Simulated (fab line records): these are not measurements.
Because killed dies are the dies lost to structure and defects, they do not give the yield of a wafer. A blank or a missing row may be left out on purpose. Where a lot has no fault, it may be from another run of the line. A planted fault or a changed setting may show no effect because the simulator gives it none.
fab line records	flow sky130
record lots=13	wafers=39	last-day=50
route steps=708 shown FIELD_ISO@18 NWELL@67 VT_ADJUST_LVTN@117 VT_ADJUST_HVTR@138
lots with no fault: from the same line, run without faults
start-h: hours from the record's first day to the start of the lot's first wafer shown	wait-h: hours elapsed since this lot's preceding step	" repeats the value in the row above	L1.1+2: one row covering several wafers at once	- no value, or no start given	* or withheld: withheld	< > ~ a bound
route shown NAME@n: names a module that has steps shown in the file, with the first one's number in the route	usual: mean/standard deviation taken from wafers without a fault	same: alike in all rows	chamber/n: place in a boat	sites: readings site by site	_std_site: how widely they spread, as a standard deviation	_edge_site: the outer-site mean with the inner-site mean subtracted	radius-mm: how far each site lies from the wafer's centre	mask NAME#n: copy n	behind: the tool/chamber that last shaped the wafer	hold: why the lot went on hold/how many hours it stayed there/how the hold came to an end	device: whichever transistor did not switch (one of n, p or np)	end of line: the same wafers' tests at the end of the route	where a step has no rows: the recipe by itself	killed: not the wafer's yield, but the dies lost to structure and defects at the first sort	map: shows each die of a wafer: x if killed, . if not, _ if none is there
set.NAME: the setting that was run; set.NAME@STEP: the one run at that earlier step	model.NAME: the simulator's own value behind a step, which no gauge read
steps of the route over a sample of lots; a table a step, a row a wafer
services: when a tool's chamber went out of use (start-h, in hours from the record's first day, below 0 if earlier), for how many hours, and the reason
## steps
# step SKY_FIELD_ISO_ETCH_17
# recipe target-depth-a=3420	mask-material=Si3N4	chemistry=HBr/Cl2/O2	target=Si	taper-deg=5	icp-w=600	bias-w=150	pressure-mtorr=15	HBr_flow_sccm=150	Cl2_flow_sccm=40	O2_flow_sccm=6	time-s=97.7
# usual drypump-motor-current-A=5.6/0.44	oes-product-au=0.997/0.0088	throttle-valve-pct=25.657/0.0094
lot.wafer	tool	chamber	start-h	wait-h	drypump-motor-current-A	oes-product-au	rf-hours-counter-h	throttle-valve-pct
L235.1	rie-si-01	3	29.93	0.1	4.9	1.012	102	25.642
L235.3	"	1	"	"	5.5	1.002	83	25.657
L235.5	"	0	"	"	5.1	0.991	-	25.674
L237.1	rie-si-02	0	39.23	0.1	5.6	1.001	2	25.661
L237.4	"	2	"	"	5.5	0.984	2	25.664
L237.6	"	0	"	"	5.7	1.003	-	25.658
L238.1	rie-si-02	1	50.04	0.1	6.3	1.000	52	25.648
L238.2	"	2	"	"	5.4	0.987	2	25.657
L238.5	"	1	"	"	6.3	1.006	-	25.663
L239.4	rie-si-01	1	50.28	0.0	5.5	0.986	83	25.651
L239.5	"	0	"	"	5.0	0.993	-	25.661
L239.6	"	3	"	"	4.9	1.007	-	25.654
L241.1	rie-si-01	2	59.87	0.1	5.4	0.992	119	25.656
L241.2	"	1	"	"	5.5	0.995	83	25.646
L241.3	"	0	"	"	5.0	0.995	85	25.648
L250.1	rie-si-02	0	109.13	0.1	5.7	0.988	3	25.653
L250.2	"	2	"	"	5.5	0.991	3	25.663
L250.4	"	1	"	"	6.2	0.993	53	25.667
L251.1	rie-si-02	0	115.38	0.1	5.6	1.002	3	25.640
L251.3	"	3	"	"	6.1	0.998	3	25.652
L251.6	"	1	"	"	6.2	1.000	-	25.655
L252.2	rie-si-01	0	117.28	0.1	5.1	0.996	85	25.665
L252.3	"	1	"	"	5.5	0.996	83	25.646
L252.6	"	2	"	"	5.4	0.989	-	25.657
L253.1	rie-si-01	3	128.47	0.1	4.9	0.999	103	25.657
L253.4	"	2	"	"	5.4	0.978	120	25.668
L253.5	"	3	"	"	4.9	1.000	-	25.660
L254.1	rie-si-02	2	128.78	0.1	5.5	0.989	3	25.661
L254.3	"	1	"	"	6.3	0.996	53	25.662
L254.4	"	0	"	"	5.7	1.002	3	25.666
L256.1	rie-si-02	1	138.62	0.1	6.3	1.011	53	25.655
L256.3	"	2	"	"	5.5	0.994	3	25.663
L256.5	"	3	"	"	6.2	0.992	-	25.669
L257.2	rie-si-02	1	144.47	0.1	6.3	0.999	53	25.646
L257.3	"	0	"	"	5.7	1.018	3	25.668
L257.5	"	1	"	"	6.3	1.006	-	25.653
L258.1	rie-si-01	2	149.12	0.1	5.5	0.987	120	25.664
L258.2	"	3	"	"	4.9	1.004	103	25.659
L258.3	"	0	"	"	5.0	1.005	86	25.658
# step SKY_NWELL_STRIP_14
# recipe chemistry=O2/N2	power-w=1400	pressure-mtorr=1500	platen-temp-c=withheld	o2-flow-sccm=3000	n2-flow-sccm=300	overash-fraction=0.5
# usual drypump-motor-current-A=5.9/0.47	oes-product-au=0.722/0.005	strip-time-to-endpoint-s=36.93/0.11
lot.wafer	tool	chamber	start-h	wait-h	drypump-motor-current-A	oes-product-au	rf-hours-counter-h	strip-time-to-endpoint-s
L235.1	plasma-asher-04	1	90.73	0.1	5.3	0.720	27	37.13
L235.3	"	1	"	"	5.3	0.715	-	37.04
L235.5	"	1	"	"	5.3	0.722	-	37.17
L237.1	plasma-asher-04	0	97.03	0.1	6.0	0.723	28	36.70
L237.4	"	1	"	"	5.3	0.731	-	36.90
L237.6	"	1	"	"	5.3	0.729	-	36.83
L238.1	plasma-asher-01	0	109.89	0.1	6.1	0.722	44	36.96
L238.2	"	1	"	"	6.7	0.715	44	36.90
L238.5	"	1	"	"	6.7	0.726	-	37.05
L239.4	plasma-asher-04	0	110.22	0.1	6.0	0.725	-	37.13
L239.5	"	0	"	"	6.0	0.729	-	37.05
L239.6	"	1	"	"	5.3	0.725	-	37.06
L241.1	plasma-asher-04	1	120.44	0.1	5.3	0.954	30	-
L241.2	"	0	"	"	6.0	0.961	30	-
L241.3	"	1	"	"	5.3	0.958	-	-
L250.1	plasma-asher-01	0	174.69	0.1	6.1	0.718	51	37.00
L250.2	"	1	"	"	6.7	0.730	51	36.91
L250.4	"	0	"	"	6.1	0.720	-	36.84
L251.1	plasma-asher-01	0	186.49	0.1	6.1	0.729	52	36.94
L251.3	"	0	"	"	6.2	0.728	-	36.97
L251.6	"	1	"	"	6.7	0.718	-	36.97
L252.2	plasma-asher-04	0	187.44	0.1	6.0	0.730	37	36.92
L252.3	"	1	"	"	5.3	0.726	-	36.91
L252.6	"	1	"	"	5.3	0.732	-	37.01
L254.1	plasma-asher-04	0	198.94	0.1	6.0	0.721	38	36.93
L254.3	"	0	"	"	6.0	0.723	-	36.87
L254.4	"	1	"	"	5.3	0.724	-	37.02
L253.1	plasma-asher-04	1	199.94	0.1	5.3	0.730	38	36.84
L253.4	"	1	"	"	5.3	0.723	-	36.99
L253.5	"	1	"	"	5.3	0.729	-	36.95
L256.1	plasma-asher-04	0	208.68	0.1	6.0	0.727	39	37.02
L256.3	"	0	"	"	6.0	0.719	-	37.07
L256.5	"	1	"	"	5.3	0.727	-	37.05
L257.2	plasma-asher-01	1	213.98	0.1	6.7	0.721	55	36.84
L257.3	"	1	"	"	6.7	0.721	-	36.91
L257.5	"	0	"	"	6.1	0.726	-	36.89
L258.1	plasma-asher-04	0	221.09	0.1	6.0	0.722	40	36.82
L258.2	"	1	"	"	5.3	0.725	40	36.87
L258.3	"	0	"	"	6.0	0.721	-	36.87
# step SKY_NWELL_STRIP_25
# recipe chemistry=O2/N2	power-w=1400	pressure-mtorr=1500	platen-temp-c=withheld	o2-flow-sccm=3000	n2-flow-sccm=300	overash-fraction=0.5
# usual drypump-motor-current-A=6.0/0.45	oes-product-au=0.723/0.0041	strip-time-to-endpoint-s=36.94/0.088
lot.wafer	tool	chamber	start-h	wait-h	drypump-motor-current-A	oes-product-au	rf-hours-counter-h	strip-time-to-endpoint-s
L235.1	plasma-asher-03	1	108.58	0.1	5.8	0.724	42	36.96
L235.3	"	0	"	"	5.8	0.726	-	37.01
L235.5	"	1	"	"	5.7	0.717	-	36.91
L237.1	plasma-asher-01	0	115.39	0.1	6.1	0.723	45	36.95
L237.4	"	1	"	"	6.7	0.720	-	36.90
L237.6	"	1	"	"	6.7	0.725	-	36.93
L238.1	plasma-asher-04	1	128.18	0.1	5.3	0.727	31	36.89
L238.2	"	0	"	"	6.0	0.716	31	36.80
L238.5	"	0	"	"	6.0	0.725	-	36.75
L239.4	plasma-asher-03	0	128.73	0.1	5.8	0.720	-	37.08
L239.5	"	1	"	"	5.7	0.717	-	36.98
L239.6	"	0	"	"	5.8	0.721	-	37.00
L241.1	plasma-asher-01	0	139.44	0.1	6.1	0.728	47	48.76
L241.2	"	1	"	"	6.7	0.722	47	48.56
L241.3	"	1	"	"	6.7	0.729	-	48.59
L250.1	plasma-asher-03	0	196.14	0.1	5.8	0.724	7	36.88
L250.2	"	1	"	"	5.7	0.718	7	37.06
L250.4	"	0	"	"	5.8	0.729	-	37.01
L251.1	plasma-asher-01	1	208.49	0.1	6.7	0.715	54	37.07
L251.3	"	1	"	"	6.7	0.718	-	36.89
L251.6	"	1	"	"	6.6	0.728	-	36.93
L252.2	plasma-asher-03	0	209.99	0.1	5.8	0.719	9	36.92
L252.3	"	1	"	"	5.7	0.726	-	36.85
L252.6	"	0	"	"	5.8	0.723	-	36.84
L254.1	plasma-asher-01	0	221.14	0.1	6.2	0.721	56	36.89
L254.3	"	1	"	"	6.7	0.723	-	37.01
L254.4	"	0	"	"	6.2	0.714	-	36.96
L253.1	plasma-asher-01	0	222.94	0.1	6.1	0.727	56	36.96
L253.4	"	0	"	"	6.1	0.717	-	36.86
L253.5	"	1	"	"	6.7	0.723	-	37.04
L256.1	plasma-asher-01	1	231.39	0.1	6.7	0.732	57	37.02
L256.3	"	1	"	"	6.7	0.716	-	37.03
L256.5	"	0	"	"	6.1	0.723	-	37.00
L257.2	plasma-asher-01	1	237.03	0.1	6.7	0.720	57	36.92
L257.3	"	1	"	"	6.7	0.721	-	36.97
L257.5	"	1	"	"	6.7	0.722	-	36.92
L258.1	plasma-asher-01	0	244.54	0.1	6.1	0.722	58	36.88
L258.2	"	1	"	"	6.7	0.719	58	37.02
L258.3	"	0	"	"	6.1	0.722	-	36.85
# step SKY_NWELL_TW_MEAS_26
# usual NWELL_2_TW=495/4.7
lot.wafer	tool	chamber	start-h	wait-h	NWELL_2_TW
L235.1	film-metro-01	-	108.68	0.1	491
L235.3	"	-	"	"	490
L235.5	"	-	"	"	491
L237.1	film-metro-01	-	115.49	0.1	495
L237.4	"	-	"	"	494
L237.6	"	-	"	"	496
L238.1	film-metro-01	-	128.28	0.1	489
L238.2	"	-	"	"	493
L238.5	"	-	"	"	493
L239.4	film-metro-01	-	128.82	0.1	492
L239.5	"	-	"	"	493
L239.6	"	-	"	"	495
L241.1	film-metro-01	-	139.54	0.1	31
L241.2	"	-	"	"	31
L241.3	"	-	"	"	31
L250.1	film-metro-02	-	196.24	0.1	494
L250.2	"	-	"	"	491
L250.4	"	-	"	"	494
L251.1	film-metro-04	-	208.59	0.1	498
L251.3	"	-	"	"	501
L251.6	"	-	"	"	499
L252.2	film-metro-01	-	210.10	0.1	491
L252.3	"	-	"	"	493
L252.6	"	-	"	"	490
L254.1	film-metro-04	-	221.24	0.1	507
L254.3	"	-	"	"	504
L254.4	"	-	"	"	503
L253.1	film-metro-01	-	223.04	0.1	491
L253.4	"	-	"	"	491
L253.5	"	-	"	"	490
L256.1	film-metro-01	-	231.49	0.1	492
L256.3	"	-	"	"	493
L256.5	"	-	"	"	491
L257.2	film-metro-04	-	237.14	0.1	502
L257.3	"	-	"	"	502
L257.5	"	-	"	"	503
L258.1	film-metro-04	-	244.64	0.1	504
L258.2	"	-	"	"	505
L258.3	"	-	"	"	504
# step SKY_VT_ADJUST_LVTN_STRIP_20
# recipe chemistry=O2/N2	power-w=1400	pressure-mtorr=1500	platen-temp-c=withheld	o2-flow-sccm=3000	n2-flow-sccm=300	overash-fraction=0.5
# usual drypump-motor-current-A=5.94/0.26	oes-product-au=0.716/0.0041	strip-time-to-endpoint-s=14.20/0.033
lot.wafer	tool	chamber	start-h	wait-h	drypump-motor-current-A	oes-product-au	rf-hours-counter-h	strip-time-to-endpoint-s
L235.1	plasma-asher-03	1	167.68	0.1	5.72	0.715	5	14.21
L235.3	"	0	"	"	5.82	0.713	-	14.18
L235.5	"	1	"	"	5.69	0.709	-	14.21
L237.1	plasma-asher-02	1	176.43	0.1	6.07	0.719	47	14.24
L237.4	"	1	"	"	6.06	0.716	-	14.22
L237.6	"	0	"	"	5.79	0.715	-	14.20
L238.1	plasma-asher-02	0	189.78	0.1	5.80	0.724	49	14.23
L238.2	"	1	"	"	6.07	0.709	49	14.20
L238.5	"	0	"	"	5.78	0.711	-	14.23
L239.4	plasma-asher-03	1	190.72	0.1	5.71	0.721	-	14.20
L239.5	"	0	"	"	5.83	0.711	-	14.21
L239.6	"	1	"	"	5.73	0.722	-	14.19
L241.1	plasma-asher-01	0	203.05	0.1	6.15	0.718	54	14.25
L241.2	"	1	"	"	6.68	0.715	54	14.21
L241.3	"	0	"	"	6.12	0.719	-	14.21
L250.1	plasma-asher-03	1	266.19	0.1	5.76	0.714	14	14.11
L250.2	"	0	"	"	5.82	0.714	14	14.12
L250.4	"	0	"	"	5.82	0.724	-	14.15
L251.1	plasma-asher-01	0	280.68	0.1	6.10	0.717	62	14.17
L251.3	"	1	"	"	6.67	0.709	-	14.23
L251.6	"	0	"	"	6.11	0.711	-	14.18
L252.2	plasma-asher-02	0	282.09	0.1	5.79	0.710	58	14.26
L252.3	"	1	"	"	6.08	0.721	-	14.22
L252.6	"	0	"	"	5.79	0.718	-	14.21
L254.1	plasma-asher-03	0	294.23	0.1	5.84	0.709	17	14.17
L254.3	"	1	"	"	5.71	0.716	-	14.21
L254.4	"	0	"	"	5.84	0.714	-	14.23
L253.1	plasma-asher-02	0	295.85	0.1	5.81	0.717	59	14.22
L253.4	"	0	"	"	5.79	0.719	-	14.19
L253.5	"	1	"	"	6.07	0.720	-	14.15
L256.1	plasma-asher-02	1	305.09	0.1	6.05	0.715	60	14.18
L256.3	"	0	"	"	5.80	0.718	-	14.16
L256.5	"	0	"	"	5.80	0.713	-	14.14
L257.2	plasma-asher-03	1	312.00	0.1	5.66	0.725	19	14.18
L257.3	"	1	"	"	5.72	0.714	-	14.19
L257.5	"	1	"	"	5.68	0.717	-	14.21
L258.1	plasma-asher-02	1	319.65	0.1	6.07	0.726	62	14.17
L258.2	"	0	"	"	5.80	0.722	62	14.15
L258.3	"	0	"	"	5.79	0.710	-	14.18
# step SKY_VT_ADJUST_HVTR_CD_MEAS_07
# recipe target-cd-nm=380
# usual cd-nm=379.9/2.2
lot.wafer	tool	chamber	start-h	wait-h	cd-nm
L235.1	cd-sem-01	-	211.35	0.1	379.6
L235.3	"	-	"	"	381.7
L235.5	"	-	"	"	378.9
L237.1	cd-sem-01	-	220.25	0.1	379.0
L237.4	"	-	"	"	379.7
L237.6	"	-	"	"	378.9
L238.1	cd-sem-01	-	234.80	0.1	377.0
L238.2	"	-	"	"	378.4
L238.5	"	-	"	"	377.5
L239.4	cd-sem-02	-	235.97	0.1	387.0
L239.5	"	-	"	"	385.0
L239.6	"	-	"	"	382.9
L241.1	cd-sem-02	-	249.05	0.1	381.6
L241.2	"	-	"	"	379.2
L241.3	"	-	"	"	381.0
L250.1	cd-sem-02	-	315.05	0.1	379.8
L250.2	"	-	"	"	381.9
L250.4	"	-	"	"	381.6
L251.1	cd-sem-02	-	331.96	0.1	379.8
L251.3	"	-	"	"	376.0
L251.6	"	-	"	"	377.0
L252.2	cd-sem-02	-	334.22	0.1	376.2
L252.3	"	-	"	"	378.0
L252.6	"	-	"	"	378.0
L254.1	cd-sem-02	-	346.80	0.1	377.3
L254.3	"	-	"	"	378.9
L254.4	"	-	"	"	378.7
L253.1	cd-sem-02	-	348.50	0.1	377.1
L253.4	"	-	"	"	375.4
L253.5	"	-	"	"	376.7
L256.1	cd-sem-01	-	357.59	0.1	378.9
L256.3	"	-	"	"	380.4
L256.5	"	-	"	"	381.1
L257.2	cd-sem-01	-	365.22	0.1	379.4
L257.3	"	-	"	"	378.1
L257.5	"	-	"	"	380.2
L258.1	cd-sem-02	-	373.24	0.1	381.2
L258.2	"	-	"	"	383.0
L258.3	"	-	"	"	383.6
## services
tool	chamber	start-h	hours	kind
plasma-asher-04	-	21.29	2.8	pm
plasma-asher-04	-	25.79	1.2	repair
rie-si-01	-	26.76	0.1	repair
plasma-asher-02	-	67.69	6.8	repair
plasma-asher-04	-	67.69	1.5	repair
plasma-asher-04	-	76.88	1.9	repair
plasma-asher-03	-	108.75	9.0	pm
plasma-asher-03	0	108.75	9.0	vent-cycle
plasma-asher-03	1	108.75	9.0	vent-cycle
plasma-asher-03	0	117.75	-	clean
plasma-asher-03	1	117.75	-	clean
rie-si-02	3	124.74	1.9	repair
rie-si-01	3	186.83	4.9	repair
rie-si-01	2	209.91	-	clean
rie-si-01	2	209.91	25.2	scheduled-down
rie-si-01	2	209.91	25.2	vent-cycle
plasma-asher-03	-	220.70	3.4	repair
plasma-asher-04	-	245.35	5.1	repair
rie-si-02	3	260.65	12.1	repair
rie-si-01	3	284.05	-	clean
rie-si-01	3	284.05	19.5	scheduled-down
rie-si-01	3	284.05	19.5	vent-cycle
plasma-asher-01	-	319.19	1.6	repair
## key
first-sign step=SKY_NWELL_STRIP_14	reading=oes-product-au	direction=up	sigmas=47	usual=0.722	struck=0.958
effect step=SKY_NWELL_STRIP_25	reading=strip-time-to-endpoint-s	direction=up	sigmas=99+	usual=*	struck=*
effect step=SKY_NWELL_TW_MEAS_26	reading=NWELL_2_TW	direction=down	sigmas=98	usual=495	struck=31
met-at SKY_NWELL_STRIP_14
struck-lots L241
sort-left-out L241.1,L241.2,L241.3
tester-left-out L241
not-acting-at SKY_FIELD_ISO_ETCH_17,SKY_VT_ADJUST_LVTN_STRIP_20,SKY_VT_ADJUST_HVTR_CD_MEAS_07
onset-between 110.22 120.44
fault kind=strip-aborted	tool=plasma-asher-04	chamber=-	onset-h=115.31	steps=SKY_NWELL_STRIP_14	offset=0.54552	end-h=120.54
# tester-left-out: of these lots the tester's yield and bins aren't shown, on N5 and GAA mostly nor the transistor test; their killed dies are dies lost to structure and defects alone, not to doping, threshold or leakage, so they don't give the yield
# sort-left-out: the simulated sort isn't trusted on such a fault, so these wafers' sort isn't shown, and their yield isn't known
